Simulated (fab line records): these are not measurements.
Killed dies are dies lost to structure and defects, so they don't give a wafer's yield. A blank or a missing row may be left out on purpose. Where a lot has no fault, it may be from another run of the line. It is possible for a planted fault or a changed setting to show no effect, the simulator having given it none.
Chamber matching || flow gf180mcu || GF_V5_CVD_02 on pecvd-03: 3 sister chambers
The step deposits SiO2 from TEOS, target thk 1450 nm, time 163.28 s. 6 wafers are shown with their chamber, then 7 later ones without.

== WAFERS PAIRED WITH THEIR CHAMBERS ==
{"wafer": "L813.1", "chamber": 0, "heater_power_w (W)": 726}
{"wafer": "L816.3", "chamber": 0, "heater_power_w (W)": 641}
{"wafer": "L816.4", "chamber": 1, "heater_power_w (W)": 745}
{"wafer": "L816.6", "chamber": 2, "heater_power_w (W)": 486}
{"wafer": "L819.1", "chamber": 2, "heater_power_w (W)": 519}
{"wafer": "L819.4", "chamber": 1, "heater_power_w (W)": 609}

== WAFERS WHOSE CHAMBER IS MISSING ==
{"wafer": "L819.6", "heater_power_w (W)": 709}
{"wafer": "L826.2", "heater_power_w (W)": 638}
{"wafer": "L826.3", "heater_power_w (W)": 437}
{"wafer": "L826.4", "heater_power_w (W)": 594}
{"wafer": "L830.1", "heater_power_w (W)": 502}
{"wafer": "L830.2", "heater_power_w (W)": 707}
{"wafer": "L830.6", "heater_power_w (W)": 605}

== EACH ONE'S CHAMBER ==
{"wafer": "L819.6", "from the rows above": "can't be placed: 0 or 1", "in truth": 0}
{"wafer": "L826.2", "from the rows above": "can't be placed: 1 or 0 or 2", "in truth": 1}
{"wafer": "L826.3", "from the rows above": 2, "in truth": 2}
{"wafer": "L826.4", "from the rows above": "can't be placed: 1 or 0 or 2", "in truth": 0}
{"wafer": "L830.1", "from the rows above": 2, "in truth": 2}
{"wafer": "L830.2", "from the rows above": "can't be placed: 0 or 1", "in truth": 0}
{"wafer": "L830.6", "from the rows above": "can't be placed: 1 or 0 or 2", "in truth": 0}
Placed correctly: 2 of 7. Can't be placed from these rows: 5 (the true chamber is among the candidates in 5). Number placed wrongly: 0.
How it was worked out, from the rows above alone: a wafer's distance from a chamber is the root of the sum, over the readings, of the square of ((its reading less the chamber's mean) divided by the reading's scatter). If the next closest chamber is less than 2 further off than the closest, the wafer can't be placed; otherwise it belongs to the closest. Each chamber's mean is taken over the wafers shown for it. The scatter: take each reading less its chamber's mean, square it, sum over the shown wafers, divide by the number of wafers less the number of chambers, and take the root.
